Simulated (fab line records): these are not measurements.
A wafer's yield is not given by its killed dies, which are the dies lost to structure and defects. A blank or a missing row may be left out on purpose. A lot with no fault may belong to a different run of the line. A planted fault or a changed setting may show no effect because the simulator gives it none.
Matching of chambers + flow sky130 + SKY_VIA4_CMP_02 on cmp-01 has 4 sister chambers
The step polishes SiO2. 4 wafers are shown with their chamber, then 9 later ones without.

## WAFERS, EACH WITH ITS CHAMBER
| wafer  | chamber | motorCurrentA (A) |
|--------|---------|-------------------|
| L727.3 | 1       | 10.1              |
| L731.1 | 0       | 11.1              |
| L731.4 | 2       | 12.4              |
| L731.5 | 3       | 14.4              |

## WAFERS WHOSE CHAMBER IS MISSING
| wafer  | motorCurrentA (A) |
|--------|-------------------|
| L732.2 | 11.3              |
| L732.4 | 13.2              |
| L732.5 | 10.1              |
| L734.1 | 11.7              |
| L734.3 | 13.8              |
| L734.6 | 12.0              |
| L733.1 | 14.4              |
| L733.5 | 11.9              |
| L733.6 | 10.9              |

## THE CHAMBER EACH PASSED THROUGH
| wafer  | from the rows above     | in truth |
|--------|-------------------------|----------|
| L732.2 | can't be placed: 0 or 2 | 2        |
| L732.4 | can't be placed: 2 or 3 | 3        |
| L732.5 | 1                       | 1        |
| L734.1 | can't be placed: 0 or 2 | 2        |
| L734.3 | can't be placed: 3 or 2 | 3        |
| L734.6 | can't be placed: 2 or 0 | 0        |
| L733.1 | 3                       | 3        |
| L733.5 | can't be placed: 2 or 0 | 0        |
| L733.6 | can't be placed: 0 or 1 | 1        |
2 of 9 placed correctly. Cannot be placed on the basis of these rows: 7; the candidates contain the true chamber in 7. Wrongly placed: 0.
How it was worked out, from the rows above alone: a wafer's distance from a chamber is the root of the sum, over the readings, of the square of ((its reading less the chamber's mean) divided by the reading's scatter). If the next closest chamber is less than 2 further off than the closest, the wafer can't be placed; otherwise it belongs to the closest. The mean given for a chamber averages the wafers shown for that chamber. The scatter: with one shown wafer a chamber, the root of the mean of the squares of how far each hidden wafer lies from its nearest shown one.
